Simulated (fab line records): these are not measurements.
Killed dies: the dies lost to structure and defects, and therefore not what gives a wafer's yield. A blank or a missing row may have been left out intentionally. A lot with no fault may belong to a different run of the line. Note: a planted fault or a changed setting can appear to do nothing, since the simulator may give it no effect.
8D (eight disciplines) problem report, filled in by code ; flow gf180mcu ; the parts of the form that need people (team, actions taken, sign-off) are left out

## 1. PROBLEM STATEMENT
Mean V2_W_RS at GF_V2_RS_MEAS_24: 0.194 ohm/sq over 6 wafers in 2 lots; fault-free wafers: 0.327 ohm/sq, standard deviation 0.0045. That puts it -30 standard deviations away from the usual mean.
The step: measures by four-point-probe.
The first sign was on wafer L684.1 at day 25 21:47, on film_metro-02. The record has a number at this step for 39 wafers belonging to 13 lots. By rule, "out" or "out of limits" means more than 4 standard deviations away from the usual mean. All remaining wafers that have a number are taken as sound.

## 2. WHAT IT IS, WHAT IT ISN'T
question;is;is not
which readings at this step;V2_W_RS;-
which lots;L684, L685;L668, L669, L671, L672, L676, L677, L679, L686, L688, L690, L691
which wafers of those lots;all that have a number;-
read on which gauges;film_metro-02, film_metro-03;film_metro-01
when;from day 25 21:47;"up to then (21 sound wafers); but 12 sound wafers of L686, L688, L690, L691 came after"

## 3. THE SUSPECTS, EACH WITH WHAT RULES IT OUT
Counting: a tool at a process step up to the reading stays a suspect if it ran every lot that is out and no sound lot after the first of them.
- the gauge at GF_V2_RS_MEAS_24 has been ruled out. The wafers that are out were read on 2 gauges (film_metro-02, film_metro-03).
- cvd_w-01 at GF_V2_CVD_23 (deposits W, target thk 350 nm, time 104.94 s): kept. It processed each lot that is out, first L684 at day 25 21:40, and no sound lot thereafter; up to then, the last sound lot it processed was L679 at day 24 04:40. Its own heater_power_outer_w, susceptor_temp_C readings are out on those wafers.
Remaining after the count: cvd_w-01 at GF_V2_CVD_23.

## 4. THE CAUSE (what the simulator had put in)
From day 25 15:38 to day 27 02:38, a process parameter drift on cvd_w-01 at GF_V2_CVD_23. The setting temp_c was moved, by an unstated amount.
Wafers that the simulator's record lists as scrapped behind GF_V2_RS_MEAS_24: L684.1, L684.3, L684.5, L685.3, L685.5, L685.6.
Counting left only this tool.

## 5. THE EFFECT CHAIN, in route order
Each row: a reading whose mean over the struck wafers that have a number lies more than 3 standard deviations from the usual. Scope: only readings with a usual standard deviation given in the record; hours: median across lots of the time from each lot's start at the first step in this table that gives one to its start at this step; sigmas: change in usual standard deviations.
hours;step;reading;usual;on struck wafers;change;sigmas
0;GF_V2_CVD_23;heater_power_outer_w;509 W;662;+153;+6.7
0;GF_V2_CVD_23;heater_power_w;864 W;1116;+252;+6.0
0;GF_V2_CVD_23;susceptor_temp_C;399.96 C;438.55;+38.59;+99 or more
0;GF_V2_RS_MEAS_24;V2_W_RS;0.327 ohm/sq;0.194;-0.133;-30
Process steps it contains:
- GF_V2_CVD_23: deposits W, target thk 350 nm, time 104.94 s.

## 6. HOW IT WOULD HAVE BEEN CAUGHT EARLIER
The first out-of-limits reading at a measuring or inspecting step in this record came at day 25 21:47, 6 hours after the fault's start at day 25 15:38.
Tool's own readings at GF_V2_CVD_23, heater_power_outer_w, susceptor_temp_C: out on all struck wafers the step has rows for; an alarm limit on them would have tripped on the first.
Lots out: 2; of these, L685 started GF_V2_CVD_23 on cvd_w-01 after day 25 21:47. A hold on the tool at that time would have spared it.
